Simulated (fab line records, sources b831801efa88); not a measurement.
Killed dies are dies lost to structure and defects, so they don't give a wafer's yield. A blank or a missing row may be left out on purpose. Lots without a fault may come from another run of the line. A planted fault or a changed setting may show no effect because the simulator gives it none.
fab line records | flow gf180mcu | part 1 of 2: steps 1 to 29 of 39
record lots=5 wafers=15 last_day=34
route steps=602 shown V1@346 M2@362 V2@382
lots that met no fault: from a run of the same line without faults
start_h: hours from the record's first day to the start of the lot's first wafer shown | wait_h: hours since the lot's step before | " the same as in the row above | L1.1+2: a row that stands for several wafers | - no value, or no start given | * or withheld: withheld | < > ~ a bound
route shown NAME@n: a module of which the file shows steps, and the number in the route of the first | usual: mean/standard deviation of fault-free wafers | same: alike in all rows | chamber/n: place in a boat | sites: the reading at each site | _std_site: their standard deviation | _edge_site: outer sites' mean less inner sites' | radius_mm: how far each site lies from the wafer's centre | mask NAME#n: copy n | behind: the tool/chamber that last shaped the wafer | hold: why the lot was held/for how many hours/how that ended | device: the transistor (n, p or np) that didn't switch | end of line: the same wafers' tests at the end of the route | a step without rows: its recipe alone | killed: dies lost to structure and defects at the first sort, not the wafer's yield | map: a wafer's dies, x killed, . not, _ none there
set.NAME: the setting as run; set.NAME@STEP: as run at that earlier step | model.NAME: the simulator's own value behind a step, which no gauge read
lots at some steps of the route; a table a step, a row a wafer
services: from which hour (start_h, from the record's first day; less than 0 if before it) a tool's chamber was out of use, for how many hours, and why
## steps
# step GF_V1_EXPOSE_11
# recipe mask_id=Via1 target_cd_nm=260 na=0.68 source_shape=conventional sigma_outer=0.6 dose_mj=38
# columns lot.wafer tool chamber start_h wait_h mask
L082.2+3+6 krf_scanner-02 0 - - Via1#0
L083.2+3+4 krf_scanner-02 0 - - Via1#0
L084.2+5+6 krf_scanner-02 0 - - Via1#0
L085.3+4+6 krf_scanner-01 0 - - Via1#0
L097.1+5+6 krf_scanner-01 0 - - Via1#0
# step GF_V1_PEB_12
# recipe peb_temp_c=135 peb_time_s=90 resist=KrF
# columns lot.wafer tool chamber start_h wait_h
L082.2+3+6 litho_track-04 0 - -
L083.2+3+4 litho_track-03 0 - -
L084.2+5+6 litho_track-03 0 - -
L085.3+4+6 litho_track-01 0 - -
L097.1+5+6 litho_track-03 0 - -
# step GF_V1_DEVELOP_13
# recipe develop_time_s=60 resist=KrF dev_temp_c=21
# columns lot.wafer tool chamber start_h wait_h
L082.2+3+6 litho_track-04 0 491.12 0.2
L083.2+3+4 litho_track-03 0 503.34 0.2
L084.2+5+6 litho_track-03 0 512.59 0.2
L085.3+4+6 litho_track-01 0 513.82 0.1
L097.1+5+6 litho_track-03 0 603.77 0.2
# step GF_V1_CD_MEAS_14
# recipe target_cd_nm=260
# usual cd_nm=259.9/1
# columns lot.wafer tool chamber start_h wait_h cd_nm
L082.2 cd_sem-02 - 491.27 0.1 259.9
L082.3 " - " " 259.1
L082.6 " - " " 260.2
L083.2 cd_sem-01 - 503.49 0.1 259.2
L083.3 " - " " 257.8
L083.4 " - " " 257.9
L084.2 cd_sem-01 - 512.74 0.1 259.7
L084.5 " - " " 259.6
L084.6 " - " " 260.3
L085.3 cd_sem-01 - 513.96 0.1 260.1
L085.4 " - " " 259.5
L085.6 " - " " 259.2
L097.1 cd_sem-01 - 603.92 0.1 259.0
L097.5 " - " " 259.7
L097.6 " - " " 260.4
# step GF_V1_OVL_MEAS_15
# usual V1_OVL=-2/4.8
# columns lot.wafer tool chamber start_h wait_h V1_OVL[nm]
L082.2 overlay-02 - 491.38 0.1 -1
L082.3 " - " " -11
L082.6 " - " " 2
L083.2 overlay-02 - 503.59 0.1 11
L083.3 " - " " 4
L083.4 " - " " 7
L084.2 overlay-02 - 512.85 0.1 -4
L084.5 " - " " 2
L084.6 " - " " -2
L085.3 overlay-02 - 514.05 0.1 -3
L085.4 " - " " -4
L085.6 " - " " -11
L097.1 overlay-02 - 604.04 0.1 -4
L097.5 " - " " -2
L097.6 " - " " -8
# step GF_V1_ETCH_16
# recipe chemistry=N2/H2 target_depth_a=withheld overetch_a=withheld time_s=withheld target=BARC ion_energy_ev=200 source_w=500 bias_w=100 pressure_mtorr=30 n2_flow_sccm=100 h2_flow_sccm=200
# usual bias_w=100.00/0.29 drypump_motor_current_A=5.7/0.39 oes_product_au=0.854/0.0045 throttle_valve_pct=13.224/0.01
# columns lot.wafer tool chamber start_h wait_h bias_w drypump_motor_current_A oes_product_au throttle_valve_pct
L082.2 rie_diel-02 2 491.41 0.0 100.33 5.8 0.851 13.215
L082.3 " 3 " " 100.17 5.1 0.846 13.226
L082.6 " 3 " " 99.88 5.2 0.850 13.216
L083.2 rie_diel-04 1 503.62 0.0 99.90 6.2 0.848 13.217
L083.3 " 3 " " 99.55 5.5 0.845 13.236
L083.4 " 0 " " 99.96 5.3 0.859 13.220
L084.2 rie_diel-02 3 512.88 0.0 100.19 5.1 0.860 13.235
L084.5 " 1 " " 100.18 5.2 0.855 13.222
L084.6 " 2 " " 100.15 5.8 0.852 13.236
L085.3 rie_diel-04 3 514.07 0.0 100.23 5.5 0.854 13.213
L085.4 " 1 " " 99.84 6.2 0.851 13.223
L085.6 " 3 " " 99.66 5.5 0.849 13.230
L097.1 rie_diel-01 3 604.07 0.0 100.22 5.8 0.849 13.212
L097.5 " 0 " " 99.73 5.7 0.847 13.233
L097.6 " 3 " " 99.95 5.7 0.848 13.218
# step GF_V1_ETCH_17
# recipe chemistry=C4F8/O2/Ar mask_material=KrF target=SiO2 stop_on=TiN source_w=1500 bias_w=1200 pressure_mtorr=40 c4f8_flow_sccm=withheld O2_flow_sccm=6 Ar_flow_sccm=300 time_s=withheld target_depth_a=6300
# usual bias_w=1200/3.6 oes_product_au=0.856/0.0049
# columns lot.wafer tool chamber start_h wait_h bias_w oes_product_au
L082.2 rie_diel-02 2 - - 1195 0.855
L082.3 " 3 " " 1196 0.864
L082.6 " 3 " " 1195 0.860
L083.2 rie_diel-04 1 - - 1197 0.854
L083.3 " 3 " " 1205 0.860
L083.4 " 0 " " 1202 0.848
L084.2 rie_diel-02 3 - - 1193 0.856
L084.5 " 1 " " 1204 0.858
L084.6 " 2 " " 1199 0.850
L085.3 rie_diel-04 3 - - 1199 0.853
L085.4 " 1 " " 1199 0.855
L085.6 " 3 " " 1197 0.862
L097.1 rie_diel-01 3 - - 1203 0.852
L097.5 " 0 " " 1200 0.865
L097.6 " 3 " " 1201 0.855
# step GF_V1_STRIP_18
# recipe chemistry=O2/N2 power_w=1400 pressure_mtorr=1500 platen_temp_c=250 o2_flow_sccm=3000 n2_flow_sccm=300 overash_fraction=0.5
# usual drypump_motor_current_A=5.7/0.41 heater_power_w=331/29 oes_product_au=0.593/0.0051
# columns lot.wafer tool chamber start_h wait_h drypump_motor_current_A heater_power_w oes_product_au rf_hours_counter_h
L082.2 plasma_asher-01 0 491.53 - 5.2 331 0.591 78
L082.3 " 0 " " 5.2 321 0.596 -
L082.6 " 1 " " 5.9 344 0.586 -
L083.2 plasma_asher-02 0 503.75 - 5.9 312 0.592 74
L083.3 " 0 " " 5.9 310 0.600 -
L083.4 " 1 " " 5.4 381 0.590 -
L084.2 plasma_asher-04 1 513.00 - 5.8 333 0.597 38
L084.5 " 1 " " 5.8 342 0.581 -
L084.6 " 0 " " 6.4 276 0.592 -
L085.3 plasma_asher-01 1 514.23 - 5.9 345 0.599 -
L085.4 " 0 " " 5.2 334 0.588 -
L085.6 " 0 " " 5.2 331 0.600 -
L097.1 plasma_asher-01 0 604.20 - 5.2 322 0.594 89
L097.5 " 1 " " 6.0 339 0.588 -
L097.6 " 0 " " 5.2 328 0.591 -
# step GF_V1_STRIP_19
# recipe chemistry=post_etch_residue_remover time_s=1200 temp_c=72.5
# columns lot.wafer tool chamber start_h wait_h
L082.2+3+6 wet_bench-02 2 491.63 0.1
L083.2+3+4 wet_bench-02 0 503.85 0.1
L084.2+5+6 wet_bench-02 3 513.10 0.1
L085.3+4+6 wet_bench-02 1 514.30 0.0
L097.1+5+6 wet_bench-03 1 604.30 0.1
# step GF_V1_CLEAN_20
# recipe chemistry=DIW dry=n2_spin
# columns lot.wafer tool chamber start_h wait_h
L082.2+3+6 wet_bench-03 0 491.98 0.0
L083.2+3+4 wet_bench-04 0 504.20 0.0
L084.2+5+6 wet_bench-04 2 513.51 0.0
L085.3+4+6 wet_bench-04 3 514.71 0.0
L097.1+5+6 wet_bench-02 3 604.68 0.0
# step GF_V1_SPUTTER_21
# recipe material=Ti target_thk_nm=15 chamber_pressure_pa=5 power_w=2500 substrate_temp_c=200 time_s=80.02
# usual substrate_temp_c=199.99/0.17 throttle_valve_pct=30.2/0.96
# columns lot.wafer tool chamber start_h wait_h substrate_temp_c throttle_valve_pct
L082.2 pvd_sputter-02 - 492.08 0.0 200.22 32.1
L082.3 " - " " 200.04 29.2
L082.6 " - " " 199.87 31.8
L083.2 pvd_sputter-03 - 504.30 0.0 199.74 29.4
L083.3 " - " " 200.03 29.0
L083.4 " - " " 199.92 29.3
L084.2 pvd_sputter-02 - 513.62 0.0 199.99 30.5
L084.5 " - " " 199.96 30.5
L084.6 " - " " 200.16 31.0
L085.3 pvd_sputter-02 - 514.82 0.0 199.96 30.8
L085.4 " - " " 199.99 29.1
L085.6 " - " " 199.83 29.0
L097.1 pvd_sputter-03 - 604.77 0.0 199.77 28.9
L097.5 " - " " 199.95 30.3
L097.6 " - " " 199.96 29.0
# step GF_V1_SPUTTER_22
# recipe material=TiN target_thk_nm=10 chamber_pressure_pa=5 power_w=4000 time_s=40
# usual throttle_valve_pct=30.2/0.97
# columns lot.wafer tool chamber start_h wait_h throttle_valve_pct
L082.2 pvd_sputter-02 - 492.14 0.0 32.0
L082.3 " - " " 29.4
L082.6 " - " " 31.9
L083.2 pvd_sputter-03 - 504.36 0.0 29.3
L083.3 " - " " 28.7
L083.4 " - " " 29.2
L084.2 pvd_sputter-02 - 513.68 0.0 30.3
L084.5 " - " " 30.6
L084.6 " - " " 31.0
L085.3 pvd_sputter-02 - 514.88 0.0 30.9
L085.4 " - " " 29.4
L085.6 " - " " 29.1
L097.1 pvd_sputter-03 - 604.83 0.0 28.9
L097.5 " - " " 30.2
L097.6 " - " " 29.2
# step GF_V1_CVD_23
# recipe material=W target_thk_nm=350 time_s=105.05 temp_c=400 pressure_torr=40
# usual heater_power_w=966/69
# columns lot.wafer tool chamber start_h wait_h heater_power_w since_wet_clean_h
L082.2 cvd_w-01 1 492.18 0.0 949 588
L082.3 " 0 " " 1062 -
L082.6 " 1 " " 968 -
L083.2 cvd_w-02 0 504.40 0.0 938 100
L083.3 " 0 " " 925 -
L083.4 " 1 " " 931 -
L084.2 cvd_w-01 0 513.72 0.0 1106 610
L084.5 " 1 " " 962 -
L084.6 " 0 " " 1085 -
L085.3 cvd_w-02 0 514.95 0.1 924 -
L085.4 " 1 " " 903 -
L085.6 " 0 " " 916 -
L097.1 cvd_w-01 0 604.87 0.0 1098 701
L097.5 " 0 " " 1105 -
L097.6 " 1 " " 974 -
# step GF_V1_RS_MEAS_24
# recipe thk_meas_gauge=four-point-probe reads=W_of_V1_CVD_23+TiN_of_V1_SPUTTER_22+Ti_of_V1_SPUTTER_21
# usual V1_W_RS=0.327/0.0057
# columns lot.wafer tool chamber start_h wait_h V1_W_RS[ohm/sq]
L082.2 film_metro-02 - 492.31 0.1 0.337
L082.3 " - " " 0.328
L082.6 " - " " 0.335
L083.2 film_metro-04 - 504.53 0.1 0.320
L083.3 " - " " 0.319
L083.4 " - " " 0.325
L084.2 film_metro-03 - 513.85 0.1 0.326
L084.5 " - " " 0.338
L084.6 " - " " 0.326
L085.3 film_metro-04 - 515.07 0.1 0.327
L085.4 " - " " 0.326
L085.6 " - " " 0.325
L097.1 film_metro-03 - 604.98 0.1 0.330
L097.5 " - " " 0.329
L097.6 " - " " 0.333
# step GF_V1_THK_MEAS_25
# recipe thk_meas_gauge=xrf reads=W_of_V1_CVD_23
# usual V1_W_THK=337/5.8
# columns lot.wafer tool chamber start_h wait_h V1_W_THK[nm]
L082.2 film_metro-02 - 492.42 0.1 328
L082.3 " - " " 334
L082.6 " - " " 328
L083.2 film_metro-04 - 504.64 0.1 346
L083.3 " - " " 348
L083.4 " - " " 344
L084.2 film_metro-03 - 513.96 0.1 337
L084.5 " - " " 327
L084.6 " - " " 339
L085.3 film_metro-04 - 515.17 0.1 342
L085.4 " - " " 340
L085.6 " - " " 342
L097.1 film_metro-03 - 605.10 0.1 334
L097.5 " - " " 334
L097.6 " - " " 331
# step GF_V1_CMP_26
# recipe stop_on=SiO2 down_force_psi=3.5 platen_rpm=60 t_overpolish_s=15 target_thk_nm=0 pad_velocity_m_s=0.94248
# usual motor_current_A=11.0/0.94 overpolish_run_s=15.000/0.01 platen_rpm=60.00/0.039 time_to_endpoint_s=84/3.8
# columns lot.wafer tool chamber start_h wait_h motor_current_A overpolish_run_s platen_rpm time_to_endpoint_s
L082.2 cmp-01 0 492.47 0.0 10.4 14.998 60.04 81
L082.3 " 1 " " 10.1 15.000 60.08 80
L082.6 " 1 " " 10.0 14.999 60.03 78
L083.2 cmp-02 3 504.69 0.0 12.1 14.996 60.00 87
L083.4 " 0 " " 10.8 14.981 59.98 86
L083.3 " 2 " " 11.1 14.994 59.98 82
L084.2 cmp-01 1 514.11 0.1 9.8 14.993 59.99 87
L084.5 " 1 " " 9.7 15.016 60.01 84
L084.6 " 2 " " 11.7 15.019 60.01 86
L085.3 cmp-02 0 515.31 0.1 10.4 14.986 60.05 90
L085.4 " 1 " " 10.8 14.979 60.01 86
L085.6 " 2 " " 11.2 14.985 59.97 81
L097.1 cmp-01 0 605.31 0.2 10.0 15.014 59.98 87
L097.5 " 3 " " 11.9 14.996 59.99 85
L097.6 " 0 " " 10.1 15.011 60.01 89
# step GF_M2_SPUTTER_00
# recipe material=Ti target_thk_nm=37.5 arriving_ion_energy_ev=80 substrate_temp_c=200 chamber_pressure_pa=2 power_w=4000 time_s=150
# usual substrate_temp_c=199.99/0.16 throttle_valve_pct=30.3/1.1
# columns lot.wafer tool chamber start_h wait_h substrate_temp_c throttle_valve_pct
L082.2 pvd_sputter-04 - 492.77 0.2 199.72 30.1
L082.3 " - " " 200.02 28.6
L082.6 " - " " 199.87 28.4
L083.2 pvd_sputter-01 - 504.99 0.2 200.06 29.2
L083.3 " - " " 200.09 29.9
L083.4 " - " " 199.98 30.7
L084.2 pvd_sputter-01 - 514.41 0.2 199.77 31.7
L084.5 " - " " 199.96 30.9
L084.6 " - " " 199.89 29.9
L085.3 pvd_sputter-02 - 515.51 0.1 200.13 29.2
L085.4 " - " " 199.76 32.1
L085.6 " - " " 199.99 31.0
L097.1 pvd_sputter-01 - 605.56 0.2 199.96 31.5
L097.5 " - " " 200.21 29.8
L097.6 " - " " 199.75 31.6
# step GF_M2_SPUTTER_01
# recipe material=TiN target_thk_nm=30 power_w=6500 time_s=25 chamber_pressure_pa=0.4
# usual throttle_valve_pct=30.3/1.1
# columns lot.wafer tool chamber start_h wait_h throttle_valve_pct
L082.2 pvd_sputter-04 - 492.87 0.1 29.8
L082.3 " - " " 28.7
L082.6 " - " " 28.8
L083.2 pvd_sputter-01 - 505.09 0.1 29.6
L083.3 " - " " 30.0
L083.4 " - " " 31.0
L084.2 pvd_sputter-01 - 514.51 0.1 31.6
L084.5 " - " " 31.1
L084.6 " - " " 30.4
L085.3 pvd_sputter-02 - 515.61 0.1 29.6
L085.4 " - " " 31.8
L085.6 " - " " 31.2
L097.1 pvd_sputter-01 - 605.66 0.1 31.3
L097.5 " - " " 29.5
L097.6 " - " " 31.2
# step GF_M2_SPUTTER_02
# recipe material=AlCu target_thk_nm=450 power_w=10600 time_s=23.9 chamber_pressure_pa=0.4
# usual throttle_valve_pct=30.3/1
# columns lot.wafer tool chamber start_h wait_h throttle_valve_pct
L082.2 pvd_sputter-04 - 492.90 0.0 30.2
L082.3 " - " " 28.6
L082.6 " - " " 28.8
L083.2 pvd_sputter-01 - 505.12 0.0 29.3
L083.3 " - " " 30.5
L083.4 " - " " 31.0
L084.2 pvd_sputter-01 - 514.54 0.0 31.7
L084.5 " - " " 30.9
L084.6 " - " " 30.2
L085.3 pvd_sputter-02 - 515.64 0.0 29.4
L085.4 " - " " 32.0
L085.6 " - " " 31.1
L097.1 pvd_sputter-01 - 605.69 0.0 31.4
L097.5 " - " " 29.1
L097.6 " - " " 31.5
# step GF_M2_SPUTTER_03
# recipe material=Ti target_thk_nm=10 substrate_temp_c=300 chamber_pressure_pa=0.3 power_w=3000 time_s=6.7
# usual substrate_temp_c=299.98/0.19 throttle_valve_pct=30.3/1
# columns lot.wafer tool chamber start_h wait_h substrate_temp_c throttle_valve_pct
L082.2 pvd_sputter-04 - 492.93 0.0 299.86 30.1
L082.3 " - " " 299.90 28.8
L082.6 " - " " 299.77 28.8
L083.2 pvd_sputter-01 - 505.15 0.0 299.67 29.6
L083.3 " - " " 300.10 30.1
L083.4 " - " " 300.09 30.8
L084.2 pvd_sputter-01 - 514.57 0.0 300.39 31.2
L084.5 " - " " 299.79 31.2
L084.6 " - " " 300.09 30.0
L085.3 pvd_sputter-02 - 515.67 0.0 299.67 29.3
L085.4 " - " " 299.88 32.0
L085.6 " - " " 299.85 30.8
L097.1 pvd_sputter-01 - 605.72 0.0 300.08 31.7
L097.5 " - " " 300.32 29.4
L097.6 " - " " 300.02 31.2
# step GF_M2_SPUTTER_04
# recipe material=TiN target_thk_nm=50 power_w=6500 time_s=41.7 chamber_pressure_pa=0.4
# usual throttle_valve_pct=30.3/1.1
# columns lot.wafer tool chamber start_h wait_h throttle_valve_pct
L082.2 pvd_sputter-04 - 492.95 0.0 29.9
L082.3 " - " " 28.7
L082.6 " - " " 28.7
L083.2 pvd_sputter-01 - 505.17 0.0 29.4
L083.3 " - " " 30.0
L083.4 " - " " 30.8
L084.2 pvd_sputter-01 - 514.59 0.0 31.4
L084.5 " - " " 31.1
L084.6 " - " " 29.9
L085.3 pvd_sputter-02 - 515.69 0.0 29.4
L085.4 " - " " 32.0
L085.6 " - " " 30.8
L097.1 pvd_sputter-01 - 605.74 0.0 31.7
L097.5 " - " " 29.3
L097.6 " - " " 31.3
# step GF_M2_RS_MEAS_05
# recipe thk_meas_gauge=four-point-probe reads=TiN_of_M2_SPUTTER_04+Ti_of_M2_SPUTTER_03+AlCu_of_M2_SPUTTER_02+TiN_of_M2_SPUTTER_01+Ti_of_M2_SPUTTER_00
# usual M2_ALCU_RS=0.0693/0.00096
# columns lot.wafer tool chamber start_h wait_h M2_ALCU_RS[ohm/sq]
L082.2 film_metro-02 - 493.01 0.0 0.0707
L082.3 " - " " 0.0695
L082.6 " - " " 0.0701
L083.2 film_metro-04 - 505.23 0.0 0.0710
L083.3 " - " " 0.0704
L083.4 " - " " 0.0688
L084.2 film_metro-04 - 514.65 0.0 0.0702
L084.5 " - " " 0.0692
L084.6 " - " " 0.0696
L085.3 film_metro-02 - 515.77 0.1 0.0708
L085.4 " - " " 0.0686
L085.6 " - " " 0.0689
L097.1 film_metro-01 - 605.78 0.0 0.0691
L097.5 " - " " 0.0711
L097.6 " - " " 0.0689
# step GF_M2_THK_MEAS_06
# recipe thk_meas_gauge=xrf reads=AlCu_of_M2_SPUTTER_02
# usual M2_ALCU_THK=450/6.8
# columns lot.wafer tool chamber start_h wait_h M2_ALCU_THK[nm]
L082.2 film_metro-02 - 493.12 0.1 439
L082.3 " - " " 448
L082.6 " - " " 441
L083.2 film_metro-04 - 505.34 0.1 439
L083.3 " - " " 445
L083.4 " - " " 455
L084.2 film_metro-04 - 514.76 0.1 449
L084.5 " - " " 449
L084.6 " - " " 449
L085.3 film_metro-02 - 515.87 0.1 441
L085.4 " - " " 456
L085.6 " - " " 452
L097.1 film_metro-01 - 605.90 0.1 450
L097.5 " - " " 435
L097.6 " - " " 450
# step GF_M2_DEHYDRATE_07
# recipe temp_c=200 time_s=60
# columns lot.wafer tool chamber start_h wait_h
L082.2+3+6 litho_track-01 0 504.59 11.5
L083.2+3+4 litho_track-04 0 516.47 11.1
L084.2+5+6 litho_track-04 0 525.42 10.7
L085.3+4+6 litho_track-04 0 526.75 10.9
L097.1+5+6 litho_track-01 0 615.66 9.8
# step GF_M2_HMDS_08
# recipe prime_time_s=60 prime_temp_c=120
# columns lot.wafer tool chamber start_h wait_h
L082.2+3+6 litho_track-01 0 504.74 0.1
L083.2+3+4 litho_track-04 0 516.62 0.1
L084.2+5+6 litho_track-04 0 525.57 0.1
L085.3+4+6 litho_track-04 0 526.90 0.1
L097.1+5+6 litho_track-01 0 615.81 0.1
# step GF_M2_COAT_09
# recipe resist=KrF spin_rpm=withheld resist_thk_nm=1000
# columns lot.wafer tool chamber start_h wait_h
L082.2+3+6 litho_track-01 0 504.89 0.1
L083.2+3+4 litho_track-04 0 516.77 0.1
L084.2+5+6 litho_track-04 0 525.72 0.1
L085.3+4+6 litho_track-04 0 527.05 0.1
L097.1+5+6 litho_track-01 0 615.96 0.1
# step GF_M2_SOFTBAKE_10
# recipe temp_c=130 time_s=60 resist=KrF
# columns lot.wafer tool chamber start_h wait_h
L082.2+3+6 litho_track-01 0 505.04 0.1
L083.2+3+4 litho_track-04 0 516.92 0.1
L084.2+5+6 litho_track-04 0 525.87 0.1
L085.3+4+6 litho_track-04 0 527.20 0.1
L097.1+5+6 litho_track-01 0 616.11 0.1
# step GF_M2_EXPOSE_11
# recipe mask_id=Metal2 target_cd_nm=280 na=0.68 source_shape=conventional sigma_outer=0.6 dose_mj=28
# columns lot.wafer tool chamber start_h wait_h mask
L082.2+3+6 krf_scanner-01 0 - - Metal2#0
L083.2+3+4 krf_scanner-02 0 - - Metal2#0
L084.2+5+6 krf_scanner-01 0 - - Metal2#0
L085.3+4+6 krf_scanner-01 0 - - Metal2#0
L097.1+5+6 krf_scanner-01 0 - - Metal2#0
# step GF_M2_PEB_12
# recipe peb_temp_c=135 peb_time_s=90 resist=KrF
# columns lot.wafer tool chamber start_h wait_h
L082.2+3+6 litho_track-02 0 - -
L083.2+3+4 litho_track-04 0 - -
L084.2+5+6 litho_track-01 0 - -
L085.3+4+6 litho_track-04 0 - -
L097.1+5+6 litho_track-04 0 - -
